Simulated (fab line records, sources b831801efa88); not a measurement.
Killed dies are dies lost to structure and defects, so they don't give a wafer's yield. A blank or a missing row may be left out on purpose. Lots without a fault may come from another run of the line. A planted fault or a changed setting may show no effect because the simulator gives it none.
Chamber matching | flow gf180mcu | GF_V2_CMP_04 on cmp-02: 4 sister chambers
The step polishes SiO2. 4 wafers are shown with their chamber, then 7 later ones without.

WAFERS WITH THEIR CHAMBER
wafer  | chamber | motor_current_A (A)
L857.2 | 1       | 10.8
L858.1 | 2       | 12.0
L858.4 | 0       | 10.2
L860.1 | 3       | 10.5

WAFERS WITHOUT THEIR CHAMBER
wafer  | motor_current_A (A)
L860.2 | 11.0
L860.4 | 10.7
L868.3 | 10.8
L868.6 | 11.5
L871.3 | 10.5
L871.4 | 12.0
L871.5 | 10.4

WHICH CHAMBER EACH WENT THROUGH
wafer  | from the rows above          | in truth
L860.2 | can't be placed: 1 or 3      | 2
L860.4 | can't be placed: 1 or 3 or 0 | 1
L868.3 | can't be placed: 1 or 3      | 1
L868.6 | can't be placed: 2 or 1      | 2
L871.3 | can't be placed: 3 or 0 or 1 | 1
L871.4 | 2                            | 2
L871.5 | can't be placed: 3 or 0 or 1 | 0
Placed correctly: 1 of 7. Can't be placed from these rows: 6 (the true chamber is among the candidates in 5). Placed wrongly: 0.
How it was worked out, from the rows above alone: a wafer's distance from a chamber is the root of the sum, over the readings, of the square of ((its reading less the chamber's mean) divided by the reading's scatter). The wafer belongs to the nearest chamber; if the next one is less than 2 further off, it can't be placed. A chamber's mean is the mean of its shown wafers. The scatter: with one shown wafer a chamber, the root of the mean of the squares of how far each hidden wafer lies from its nearest shown one.
